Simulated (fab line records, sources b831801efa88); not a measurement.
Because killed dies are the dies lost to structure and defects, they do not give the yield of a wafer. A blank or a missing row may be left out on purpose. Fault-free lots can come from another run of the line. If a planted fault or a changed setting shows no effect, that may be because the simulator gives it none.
fab line records | flow gf180mcu
record lots=14 | wafers=42 | lastDay=33
route steps=602 shown HV_LDD@228 NSD@243 SAB@272 CONTACT@303
lots untouched by any fault: they come from a run of this same line in which no faults occurred
startH: the number of hours between the record's first day and the start of the first shown wafer of the lot | waitH: hours from the lot's prior step to this one | " as in the row above | L1.1+2: a single row standing in for several wafers | - no value present, or no start provided | * or withheld: withheld | < > ~ a bound
route shown NAME@n: NAME is a module with steps in the file, n the number in the route of the first one | usual: mean/standard deviation taken from wafers without a fault | same: alike in all rows | chamber/n: place in a boat | sites: the reading at each site | _std_site: the standard deviation of these | _edge_site: mean of outer sites minus mean of inner sites | radiusMm: for every site, how far away it sits from the centre of the wafer | mask NAME#n: copy n | behind: tool/chamber where the wafer was last shaped | hold: the reason the lot was held/the length of the hold in hours/how it ended | device: names the non-switching transistor (n, p or np) | end of line: at the end of the route, the tests of the same wafers | step lacking rows: just its recipe | killed: the dies lost at the first sort to structure and to defects; this is not the yield of the wafer | map: a wafer's dies, x killed, . not, _ none there
set.NAME: the setting that was run; set.NAME@STEP: the one run at that earlier step | model.NAME: the simulator's own value behind a step, which no gauge read
steps of the route over a sample of lots; a table a step, a row a wafer
services: from which hour (startH, from the record's first day; less than 0 if before it) a tool's chamber was out of use, for how many hours, and why
## steps
# step GF_HV_LDD_RTA_52
# recipe tempC=1000 | timeS=10 | ambient=N2
# usual lampPowerPct=35.3/1 | wafer_temp_C_max=1003.7/0.82
lot.wafer | tool         | chamber | startH | waitH | lampPowerPct | wafer_temp_C_max
L431.2    | rtpAnneal-02 | 0       | 273.41 | 0.0   | 34.4         | 1003.8
L431.3    | "            | 0       | "      | "     | 34.4         | 1003.3
L431.5    | "            | 0       | "      | "     | 34.4         | 1002.8
L433.1    | rtpAnneal-02 | 0       | 286.41 | 0.0   | 34.4         | 1003.4
L433.4    | "            | 0       | "      | "     | 34.3         | 1002.7
L433.5    | "            | 0       | "      | "     | 34.4         | 1003.6
L434.2    | rtpAnneal-02 | 0       | 296.16 | 0.0   | 34.4         | 1002.6
L434.3    | "            | 0       | "      | "     | 34.4         | 1003.5
L434.5    | "            | 0       | "      | "     | 34.4         | 1003.9
L435.1    | rtpAnneal-02 | 0       | 301.60 | 0.0   | 34.4         | 1003.3
L435.4    | "            | 0       | "      | "     | 34.4         | 1003.2
L435.5    | "            | 0       | "      | "     | 34.4         | 1003.1
L436.2    | rtpAnneal-02 | 0       | 314.17 | 0.0   | 34.4         | 1002.3
L436.3    | "            | 0       | "      | "     | 34.4         | 1003.6
L436.5    | "            | 0       | "      | "     | 34.4         | 1003.5
L437.1    | rtpAnneal-02 | 0       | 321.66 | 0.0   | 34.4         | 1003.0
L437.2    | "            | 0       | "      | "     | 34.4         | 1003.6
L437.4    | "            | 0       | "      | "     | 34.4         | 1002.2
L440.2    | rtpAnneal-02 | 0       | 344.46 | 0.0   | 34.4         | 1003.7
L440.3    | "            | 0       | "      | "     | 34.4         | 1004.5
L440.4    | "            | 0       | "      | "     | 34.4         | 1004.1
L442.2    | rtpAnneal-02 | 0       | 364.11 | 0.0   | 34.4         | 1003.4
L442.3    | "            | 0       | "      | "     | 34.4         | 1003.6
L442.6    | "            | 0       | "      | "     | 34.4         | 1003.8
L443.1    | rtpAnneal-01 | 0       | 371.10 | 0.0   | 36.5         | 1002.6
L443.3    | "            | 0       | "      | "     | 36.6         | 1005.5
L443.5    | "            | 0       | "      | "     | 36.5         | 1003.6
L445.3    | rtpAnneal-02 | 0       | 383.92 | 0.0   | 34.4         | 1004.3
L445.4    | "            | 0       | "      | "     | 34.4         | 1003.2
L445.6    | "            | 0       | "      | "     | 34.4         | 1003.4
L446.3    | rtpAnneal-01 | 0       | 390.12 | 0.0   | 36.4         | 1004.0
L446.5    | "            | 0       | "      | "     | 36.5         | 1005.1
L446.6    | "            | 0       | "      | "     | 36.5         | 1003.5
L447.1    | rtpAnneal-02 | 0       | 403.85 | 0.0   | 34.4         | 1003.0
L447.2    | "            | 0       | "      | "     | 34.4         | 1003.9
L447.3    | "            | 0       | "      | "     | 34.4         | 1003.3
L450.1    | rtpAnneal-01 | 0       | 427.00 | 0.0   | 36.4         | 1003.7
L450.4    | "            | 0       | "      | "     | 36.5         | 1004.6
L450.5    | "            | 0       | "      | "     | 36.5         | 1003.8
L451.1    | rtpAnneal-01 | 0       | 431.55 | 0.0   | 36.5         | 1003.1
L451.3    | "            | 0       | "      | "     | 36.5         | 1003.1
L451.6    | "            | 0       | "      | "     | 36.5         | 1005.5
# step GF_NSD_OVL_MEAS_08
# usual NSD_OVL=0.0/1.4
lot.wafer | tool       | chamber | startH | waitH | NSD_OVL[nm]
L431.2    | overlay-01 | -       | 296.27 | 0.1   | 0.5
L431.3    | "          | -       | "      | "     | -0.4
L431.5    | "          | -       | "      | "     | 1.5
L433.1    | overlay-02 | -       | 309.20 | 0.1   | 0.4
L433.4    | "          | -       | "      | "     | 0.6
L433.5    | "          | -       | "      | "     | 0.6
L434.2    | overlay-01 | -       | 322.06 | 0.1   | -1.4
L434.3    | "          | -       | "      | "     | -1.2
L434.5    | "          | -       | "      | "     | -1.0
L435.1    | overlay-02 | -       | 324.65 | 0.1   | -1.6
L435.4    | "          | -       | "      | "     | 1.3
L435.5    | "          | -       | "      | "     | 0.6
L436.2    | overlay-02 | -       | 337.67 | 0.1   | -2.7
L436.3    | "          | -       | "      | "     | -3.2
L436.5    | "          | -       | "      | "     | -1.7
L437.1    | overlay-01 | -       | 346.41 | 0.1   | -0.3
L437.2    | "          | -       | "      | "     | -2.0
L437.4    | "          | -       | "      | "     | -1.8
L440.2    | overlay-02 | -       | 368.72 | 0.1   | -0.2
L440.3    | "          | -       | "      | "     | 0.0
L440.4    | "          | -       | "      | "     | -0.8
L442.2    | overlay-02 | -       | 388.81 | 0.1   | -1.3
L442.3    | "          | -       | "      | "     | 0.3
L442.6    | "          | -       | "      | "     | -0.7
L443.1    | overlay-02 | -       | 397.91 | 0.1   | 0.5
L443.3    | "          | -       | "      | "     | 1.5
L443.5    | "          | -       | "      | "     | 1.5
L445.3    | overlay-01 | -       | 411.56 | 0.1   | 1.1
L445.4    | "          | -       | "      | "     | 1.7
L445.6    | "          | -       | "      | "     | -0.1
L446.3    | overlay-02 | -       | 416.14 | 0.1   | 1.0
L446.5    | "          | -       | "      | "     | 0.7
L446.6    | "          | -       | "      | "     | 0.4
L447.1    | overlay-01 | -       | 431.26 | 0.1   | 0.4
L447.2    | "          | -       | "      | "     | -1.2
L447.3    | "          | -       | "      | "     | -1.4
L450.1    | overlay-02 | -       | 453.81 | 0.1   | -0.2
L450.4    | "          | -       | "      | "     | -0.5
L450.5    | "          | -       | "      | "     | -0.4
L451.1    | overlay-02 | -       | 458.76 | 0.1   | 1.4
L451.3    | "          | -       | "      | "     | 0.8
L451.6    | "          | -       | "      | "     | -0.6
# step GF_SAB_DEVELOP_08
# recipe developTimeS=60 | devTempC=23
# usual chillPlateTempC=23.01/0.1 | developTimeS=60/0
lot.wafer | tool          | chamber | startH | waitH | chillPlateTempC | developTimeS
L431.2    | lithoTrack-03 | 0       | 337.71 | 0.1   | 23.03           | 60
L431.3    | "             | 0       | "      | "     | 22.82           | 60
L431.5    | "             | 0       | "      | "     | 23.14           | 60
L433.1    | lithoTrack-01 | 0       | 352.94 | 0.1   | 23.11           | 60
L433.4    | "             | 0       | "      | "     | 23.05           | 60
L433.5    | "             | 0       | "      | "     | 22.97           | 60
L434.2    | lithoTrack-03 | 0       | 364.81 | 0.1   | 22.99           | 60
L434.3    | "             | 0       | "      | "     | 22.97           | 60
L434.5    | "             | 0       | "      | "     | 23.01           | 60
L435.1    | lithoTrack-02 | -       | 368.74 | 0.1   | -               | -
L435.4    | "             | -       | "      | "     | -               | -
L435.5    | "             | -       | "      | "     | -               | -
L436.2    | lithoTrack-02 | -       | 382.06 | 0.1   | -               | -
L436.3    | "             | -       | "      | "     | -               | -
L436.5    | "             | -       | "      | "     | -               | -
L437.1    | lithoTrack-02 | 0       | 391.44 | 0.1   | 22.95           | 60
L437.2    | "             | 0       | "      | "     | 23.15           | 60
L437.4    | "             | 0       | "      | "     | 22.93           | 60
L440.2    | lithoTrack-03 | 0       | 415.70 | 0.1   | 22.81           | 60
L440.3    | "             | 0       | "      | "     | 23.13           | 60
L440.4    | "             | 0       | "      | "     | 22.79           | 60
L442.2    | lithoTrack-02 | 0       | 436.86 | 0.1   | 22.87           | 60
L442.3    | "             | 0       | "      | "     | 22.99           | 60
L442.6    | "             | 0       | "      | "     | 23.00           | 60
L443.1    | lithoTrack-02 | 0       | 446.69 | 0.1   | 23.09           | 60
L443.3    | "             | 0       | "      | "     | 23.06           | 60
L443.5    | "             | 0       | "      | "     | 23.00           | 60
L445.3    | lithoTrack-02 | 0       | 460.64 | 0.1   | 23.11           | 60
L445.4    | "             | 0       | "      | "     | 23.07           | 60
L445.6    | "             | 0       | "      | "     | 22.91           | 60
L446.3    | lithoTrack-03 | 0       | 465.03 | 0.1   | 22.96           | 60
L446.5    | "             | 0       | "      | "     | 22.93           | 60
L446.6    | "             | 0       | "      | "     | 22.90           | 60
L447.1    | lithoTrack-02 | 0       | 481.64 | 0.1   | 22.94           | 60
L447.2    | "             | 0       | "      | "     | 22.99           | 60
L447.3    | "             | 0       | "      | "     | 22.99           | 60
L450.1    | lithoTrack-03 | 0       | 503.08 | 0.1   | 23.02           | 60
L450.4    | "             | 0       | "      | "     | 23.11           | 60
L450.5    | "             | 0       | "      | "     | 22.87           | 60
L451.1    | lithoTrack-03 | 0       | 506.43 | 0.1   | 23.01           | 60
L451.3    | "             | 0       | "      | "     | 23.09           | 60
L451.6    | "             | 0       | "      | "     | 23.05           | 60
# step GF_CONTACT_ETCH_16
# recipe chemistry=N2/H2 | targetDepthA=withheld | overetchA=withheld | timeS=withheld | target=BARC | ionEnergyEv=200 | sourceW=500 | biasW=100 | pressureMtorr=30 | n2FlowSccm=100 | h2FlowSccm=200
# usual drypumpMotorCurrentA=5.6/0.6 | n2FlowSccm=100.00/0.3 | oesProductAu=0.855/0.0043 | throttleValvePct=13.224/0.0089
lot.wafer | tool       | chamber | startH | waitH | drypumpMotorCurrentA | n2FlowSccm | oesProductAu | throttleValvePct
L431.2    | rieDiel-03 | 2       | 361.35 | 0.0   | 6.4                  | 99.84      | 0.856        | 13.231
L431.3    | "          | 0       | "      | "     | 5.9                  | 99.91      | 0.856        | 13.219
L431.5    | "          | 3       | "      | "     | 5.9                  | 99.77      | 0.859        | 13.238
L433.1    | rieDiel-01 | 2       | 376.79 | 0.0   | 5.8                  | 100.18     | 0.852        | 13.212
L433.4    | "          | 3       | "      | "     | 5.6                  | 99.88      | 0.859        | 13.230
L433.5    | "          | 2       | "      | "     | 5.9                  | 100.11     | 0.851        | 13.213
L434.2    | rieDiel-04 | 1       | 388.54 | 0.0   | 5.7                  | 100.08     | 0.858        | 13.226
L434.3    | "          | 3       | "      | "     | 4.7                  | 100.49     | 0.855        | 13.237
L434.5    | "          | 1       | "      | "     | 5.7                  | 100.08     | 0.856        | 13.203
L437.1    | rieDiel-03 | 0       | 417.29 | 0.0   | 5.9                  | 100.27     | 0.857        | 13.217
L437.2    | "          | 2       | "      | "     | 6.4                  | 99.67      | 0.864        | 13.214
L437.4    | "          | 1       | "      | "     | 6.6                  | 100.53     | 0.854        | 13.217
L440.2    | rieDiel-04 | 2       | 441.77 | 0.0   | 4.9                  | 99.88      | 0.856        | 13.219
L440.3    | "          | 1       | "      | "     | 5.7                  | 100.13     | 0.851        | 13.217
L440.4    | "          | 0       | "      | "     | 5.1                  | 99.48      | 0.853        | 13.225
L442.2    | rieDiel-03 | 3       | 463.94 | 0.0   | 5.9                  | 100.32     | 0.852        | 13.222
L442.3    | "          | 0       | "      | "     | 5.9                  | 100.14     | 0.848        | 13.220
L442.6    | "          | 1       | "      | "     | 6.6                  | 99.97      | 0.847        | 13.220
L443.1    | rieDiel-03 | 3       | 473.08 | 0.0   | 5.9                  | 99.91      | 0.853        | 13.224
L443.3    | "          | 0       | "      | "     | 5.9                  | 100.46     | 0.853        | 13.236
L443.5    | "          | 2       | "      | "     | 6.4                  | 99.90      | 0.855        | 13.238
L445.3    | rieDiel-04 | 1       | 487.14 | 0.0   | 5.7                  | 99.36      | 0.856        | 13.220
L445.4    | "          | 0       | "      | "     | 5.1                  | 100.10     | 0.858        | 13.201
L445.6    | "          | 0       | "      | "     | 5.1                  | 99.79      | 0.860        | 13.217
L446.3    | rieDiel-04 | 1       | 490.83 | 0.0   | 5.7                  | 100.30     | 0.854        | 13.219
L446.5    | "          | 1       | "      | "     | 5.7                  | 99.90      | 0.858        | 13.214
L446.6    | "          | 3       | "      | "     | 4.7                  | 100.04     | 0.853        | 13.228
L447.1    | rieDiel-03 | 3       | 506.55 | 0.0   | 5.9                  | 99.69      | 0.859        | 13.241
L447.2    | "          | 0       | "      | "     | 5.9                  | 100.43     | 0.850        | 13.238
L447.3    | "          | 2       | "      | "     | 6.4                  | 99.66      | 0.852        | 13.219
L450.1    | rieDiel-04 | 0       | 528.74 | 0.0   | 5.1                  | 99.69      | 0.855        | 13.242
L450.4    | "          | 1       | "      | "     | 5.7                  | 99.98      | 0.854        | 13.228
L450.5    | "          | 3       | "      | "     | 4.7                  | 100.33     | 0.850        | 13.224
L451.1    | rieDiel-03 | 0       | 531.84 | 0.0   | 5.9                  | 99.66      | 0.861        | 13.224
L451.3    | "          | 2       | "      | "     | 6.4                  | 99.23      | 0.864        | 13.219
L451.6    | "          | 0       | "      | "     | 5.9                  | 99.84      | 0.861        | 13.213
## services
tool         | chamber | startH | hours | kind
rieDiel-03   | 2       | 250.50 | -     | clean
rieDiel-03   | 2       | 250.50 | 25.7  | scheduledDown
rieDiel-03   | 2       | 250.50 | 25.7  | ventCycle
rieDiel-04   | 0       | 263.61 | 4.9   | repair
rieDiel-04   | -       | 273.06 | 2.8   | pm
rieDiel-04   | 1       | 288.37 | 6.1   | repair
rieDiel-03   | -       | 288.93 | 2.8   | pm
rieDiel-03   | 1       | 294.35 | 2.9   | repair
rieDiel-04   | 3       | 305.65 | 4.7   | repair
rieDiel-03   | 0       | 310.82 | -     | clean
rieDiel-03   | 0       | 310.82 | 21.2  | scheduledDown
rieDiel-03   | 0       | 310.82 | 21.2  | ventCycle
rieDiel-04   | 2       | 316.77 | 9.3   | repair
rieDiel-03   | 2       | 324.73 | 1.3   | repair
rieDiel-04   | 3       | 346.85 | 1.4   | repair
rtpAnneal-02 | -       | 431.30 | 3.7   | pm
rieDiel-03   | 0       | 436.71 | 12.3  | repair
rieDiel-01   | -       | 453.92 | 0.2   | repair
rieDiel-04   | 2       | 454.27 | 10.8  | repair
rieDiel-01   | -       | 485.66 | 1.4   | repair
rieDiel-04   | 2       | 488.14 | 9.1   | repair
rieDiel-04   | -       | 504.47 | 0.8   | repair
rieDiel-03   | 2       | 515.04 | 1.8   | repair
rieDiel-01   | 2       | 515.06 | 15.3  | repair
## key
firstSign step=GF_SAB_DEVELOP_08 | reading=toolRecord | direction=missing
effect none on later readings
metAt GF_SAB_DEVELOP_08
struckLots L435,L436
laterRowsLeftOut L435.1,L435.4,L435.5,L436.2,L436.3,L436.5
sortLeftOut L435.1,L435.4,L435.5,L436.2,L436.3,L436.5
testerLeftOut L435,L436
notActingAt GF_HV_LDD_RTA_52,GF_NSD_OVL_MEAS_08,GF_CONTACT_ETCH_16
fault kind=skippedStepWhole | tool=lithoTrack-02 | chamber=- | onsetH=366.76 | steps=GF_SAB_DEVELOP_08 | scope=struckLotsOnly
# testerLeftOut: of these lots the tester's yield and bins aren't shown, on N5 and GAA mostly nor the transistor test; their killed dies are dies lost to structure and defects alone, not to doping, threshold or leakage, so they don't give the yield
# sortLeftOut: the simulated sort isn't trusted on such a fault, so these wafers' sort isn't shown, and their yield isn't known
# laterRowsLeftOut: the simulator's readings of these wafers behind a module that went badly wrong aren't trusted and aren't shown, but for the sort
